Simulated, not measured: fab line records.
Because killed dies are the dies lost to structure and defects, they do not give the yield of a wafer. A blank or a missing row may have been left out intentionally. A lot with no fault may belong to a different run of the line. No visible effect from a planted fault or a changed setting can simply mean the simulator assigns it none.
Chamber matching    flow sky130    cmp-01 running SKY_VIA4_CMP_02: 4 sister chambers
The step polishes SiO2. 7 wafers are shown with their chamber, then 9 later ones without.

== WAFERS WITH THEIR CHAMBER ==
wafer   chamber  motorCurrentA (A)
L780.5  3        11.6
L786.5  2        10.6
L788.2  1        11.4
L788.3  2        10.9
L791.2  0        13.3
L791.5  0        12.6
L791.6  1        12.2

== WAFERS WITHOUT THEIR CHAMBER ==
wafer   motorCurrentA (A)
L793.2  11.1
L793.4  12.8
L793.5  11.5
L801.2  11.8
L801.3  11.6
L801.6  13.5
L800.1  11.6
L800.2  12.6
L800.3  11.5

== EACH ONE'S CHAMBER ==
wafer   from the rows above           in truth
L793.2  can't be placed: 2 or 3 or 1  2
L793.4  can't be placed: 0 or 1       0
L793.5  can't be placed: 3 or 1 or 2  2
L801.2  can't be placed: 1 or 3       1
L801.3  can't be placed: 3 or 1 or 2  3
L801.6  0                             0
L800.1  can't be placed: 3 or 1 or 2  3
L800.2  can't be placed: 0 or 1 or 3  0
L800.3  can't be placed: 3 or 1 or 2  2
Correctly placed: 1 of 9. Unplaceable from these rows: 8, with the true chamber sitting among the candidates in 8. Number placed wrongly: 0.
How it was worked out, from the rows above alone: a wafer's distance from a chamber is the root of the sum, over the readings, of the square of ((its reading less the chamber's mean) divided by the reading's scatter). The wafer belongs to the nearest chamber; if the next one is less than 2 further off, it can't be placed. The mean given for a chamber averages the wafers shown for that chamber. How the scatter is found: for the shown wafers, subtract from each reading the mean of its chamber, square and add these, divide the total by (wafers less chambers), then take the root.
